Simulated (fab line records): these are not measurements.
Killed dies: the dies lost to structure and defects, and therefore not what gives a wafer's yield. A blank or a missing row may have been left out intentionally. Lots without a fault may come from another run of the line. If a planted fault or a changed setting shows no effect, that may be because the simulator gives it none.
The same fault as seen by 2 desks ; flow gf180mcu ; each desk holds nothing but its own numbers, with what lay behind them at the end

FROM THE METROLOGY DESK
What the gauges read for every lot (on any tool): the sampled wafers with a number, averaged. Any lot whose mean is over 4 standard deviations away from the usual mean is out of limits and marked OUT; that distance is given in the brackets.
Columns: A = STI_OXIDATION_THK at GF_STI_THK_MEAS_02, usual 9.99 nm; B = NWELL_RS at GF_VT_IMPLANT_RS_MEAS_47, usual 487.4 ohm/sq; C = HV_LDD_RS at GF_HV_LDD_RS_MEAS_53, usual 417.7 ohm/sq
lot;first seen here;A;B;C
L438;day 1 12:26;9.89;486.8;416.7
L440;day 1 22:18;9.97;487.9;417.8
L442;day 2 07:31;9.79;488.5;418.6
L443;day 2 13:04;9.96;487.0;416.6
L444;day 2 17:32;10.11;488.4;418.2
L445;day 2 23:56;9.78;486.5;418.0
L446;day 3 05:28;9.98;487.5;416.9
L449;day 3 19:46;9.84;485.9;416.9
L450;day 4 00:14;10.10;487.5;418.4
L451;day 4 04:31;10.27;485.0;418.0
L454;day 4 19:31;9.96;487.6;421.1
L457;day 5 10:32;9.92;487.9;421.0
L461;day 6 06:31;10.24;487.7;418.0
This desk's finding: nothing out of limits on any of the 13 lots.

DESK OF THE TOOL OWNER: implanter-01
GF_HV_LDD_IMPLANT_35, tool's own readings: per-lot mean of the sampled wafers with a number, covering each lot this tool ran. Any lot whose mean is over 4 standard deviations away from the usual mean is out of limits and marked OUT; that distance is given in the brackets.
Columns: A = dose-ions-cm2 at GF_HV_LDD_IMPLANT_35, usual 7.501e+12; B = faraday-current-uA at GF_HV_LDD_IMPLANT_35, usual 42.3; C = rotation-deg at GF_HV_LDD_IMPLANT_35, usual 180.00 degrees
lot;first seen here;A;B;C
L442;day 13 02:02;7.501e+12;42.2;180.01
L443;day 13 20:40;7.501e+12;42.5;179.94
L446;day 14 10:14;7.503e+12;42.3;180.03
L450;day 15 13:56;7.497e+12;41.3;180.00
L454;day 16 23:31;6.704e+12 (-96) OUT;37.8 (-6.1) OUT;179.97
L457;day 18 02:11;6.698e+12 (-97) OUT;37.2 (-6.8) OUT;179.97
This desk finds L454, L457 out of limits, L454 being first, at day 16 23:31 (dose-ions-cm2 at GF_HV_LDD_IMPLANT_35). In limits: L442, L443, L446, L450.

BROUGHT TOGETHER
An alarm could have come from the tool owner's desk at day 16 23:31, on L454, L457.
The metrology desk saw nothing out of limits.
The metrology desk holds a record of L454, L457, inside its limits.
On implanter-01, each named lot ran GF_HV_LDD_IMPLANT_35.

WHAT THE SIMULATOR HAD PUT IN
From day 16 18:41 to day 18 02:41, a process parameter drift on implanter-01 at GF_HV_LDD_IMPLANT_35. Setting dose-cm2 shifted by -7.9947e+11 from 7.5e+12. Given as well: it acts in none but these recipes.
Shown lots that were struck: L454, L457.
How many hours passed from the start of the fault until each desk's first out-of-limits reading: the tool owner's desk, 5.
